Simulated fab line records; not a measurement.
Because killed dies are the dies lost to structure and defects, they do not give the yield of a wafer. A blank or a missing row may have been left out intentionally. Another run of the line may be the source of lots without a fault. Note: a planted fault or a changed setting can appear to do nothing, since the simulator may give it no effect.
What tool caused it? + flow gf180mcu + 14 lots with 42 wafers sampled at 3 steps, on a route of 602 steps

## WHAT THE GAUGES SHOWED, per wafer
GF_V5_BOW_MEAS_05.
| lot  | measured     | on            | V5_BOW (um) |
|------|--------------|---------------|-------------|
| L165 | day 26 16:46 | film metro-01 | 133 136 130 |
| L166 | day 27 13:50 | film metro-02 | 130 120 129 |
| L167 | day 28 07:57 | film metro-03 | 135 154 152 |
| L169 | day 28 12:02 | film metro-03 | 126 121 138 |
| L170 | day 28 16:37 | film metro-03 | 137 126 155 |
| L171 | day 29 06:39 | film metro-03 | 151 153 147 |
| L172 | day 29 23:01 | film metro-03 | 141 133 136 |
| L176 | day 30 07:13 | film metro-02 | 117 125 136 |
| L177 | day 30 18:06 | film metro-02 | 119 135 137 |
| L178 | day 31 00:14 | film metro-02 | 133 134 150 |
| L182 | day 31 22:59 | film metro-03 | 138 136 143 |
| L183 | day 32 14:19 | film metro-02 | 123 135 128 |
| L186 | day 33 01:03 | film metro-02 | 140 127 120 |
| L187 | day 33 06:34 | film metro-01 | 125 116 133 |

GF_V5_RS_MEAS_24: measurement is done with a four-point probe.
| lot  | measured     | on            | V5_W_RS (ohm/sq)  |
|------|--------------|---------------|-------------------|
| L165 | day 27 15:09 | film metro-02 | 0.324 0.330 0.327 |
| L166 | day 28 11:16 | film metro-02 | 0.323 0.327 0.330 |
| L167 | day 29 05:20 | film metro-02 | 0.323 0.326 0.326 |
| L169 | day 29 09:11 | film metro-03 | 0.324 0.323 0.330 |
| L170 | day 29 13:40 | film metro-02 | 0.336 0.329 0.334 |
| L171 | day 30 02:20 | film metro-02 | 0.332 0.329 0.330 |
| L172 | day 30 18:55 | film metro-02 | 0.332 0.334 0.336 |
| L176 | day 31 02:53 | film metro-02 | 0.338 0.332 0.330 |
| L177 | day 31 12:41 | film metro-03 | 0.334 0.338 0.334 |
| L178 | day 31 19:43 | film metro-03 | 0.331 0.331 0.335 |
| L182 | day 32 17:58 | film metro-03 | 0.328 0.324 0.327 |
| L183 | day 33 07:40 | film metro-03 | 0.331 0.334 0.333 |
| L186 | day 33 17:42 | film metro-02 | 0.327 0.325 0.328 |
| L187 | day 33 23:39 | film metro-02 | 0.326 0.324 0.320 |

GF_TOP_METAL_CD_MEAS_14: the cd target is 440 nm.
| lot  | measured     | on        | cd nm (nm)        |
|------|--------------|-----------|-------------------|
| L165 | day 28 12:32 | cd sem-02 | 444.2 445.4 443.4 |
| L166 | day 29 07:39 | cd sem-01 | 438.2 436.8 438.5 |
| L167 | day 30 00:56 | cd sem-02 | 436.8 439.3 439.3 |
| L169 | day 30 05:20 | cd sem-01 | 439.4 443.5 439.7 |
| L170 | day 30 09:50 | cd sem-02 | 439.8 439.8 440.5 |
| L171 | day 30 21:48 | cd sem-01 | 442.7 442.4 441.6 |
| L172 | day 31 13:51 | cd sem-01 | 441.4 442.3 441.0 |
| L176 | day 31 21:51 | cd sem-02 | 442.1 441.8 441.3 |
| L177 | day 32 06:52 | cd sem-02 | 438.9 439.2 440.1 |
| L178 | day 32 14:00 | cd sem-01 | 440.3 443.3 439.0 |
| L182 | day 33 10:38 | cd sem-01 | 434.0 433.8 436.9 |
| L183 | day 34 00:08 | cd sem-01 | 442.3 440.7 442.7 |
| L186 | day 34 10:08 | cd sem-02 | 439.3 436.7 438.9 |
| L187 | day 34 15:51 | cd sem-01 | 439.7 438.1 439.1 |

## TOOL THAT RAN EACH LOT (tool first, then ch and the chambers of the sampled wafers, then the start)
The record shows no process step preceding these readings.

## AS READ BY THE TOOLS THEMSELVES (means over the sampled wafers that have a number; for cases with no such wafer, the mark the record gives instead)
The record holds no such reading with a usual standard deviation.

## THE ANSWER, worked out from the rows above alone
Rule: usual is defined by the lots themselves. Put in order of their means at a reading, lots are off if they are a third of the lots or fewer, leave a main group of 4 or more, and stand apart from it by a gap of 3 or more times the standard deviation of the main group's means; of several such gaps the widest counts. Not used: any main group whose means are identical at the precision the tables above print for the reading. Also off: a lot with no number at a reading for which 4 or more lots have one. Any other lot the step has rows for is counted as sound. Order of review: gauges by route order, followed by the tools' own readings, for which a lot's mean as printed above is used. The first step at which some lot is off is used, and at that step the reading that is off furthest; a lot without a number counts as furthest.
No lot is off at any reading shown: from this, nothing can be told.

## WHAT THE SIMULATOR PUT IN
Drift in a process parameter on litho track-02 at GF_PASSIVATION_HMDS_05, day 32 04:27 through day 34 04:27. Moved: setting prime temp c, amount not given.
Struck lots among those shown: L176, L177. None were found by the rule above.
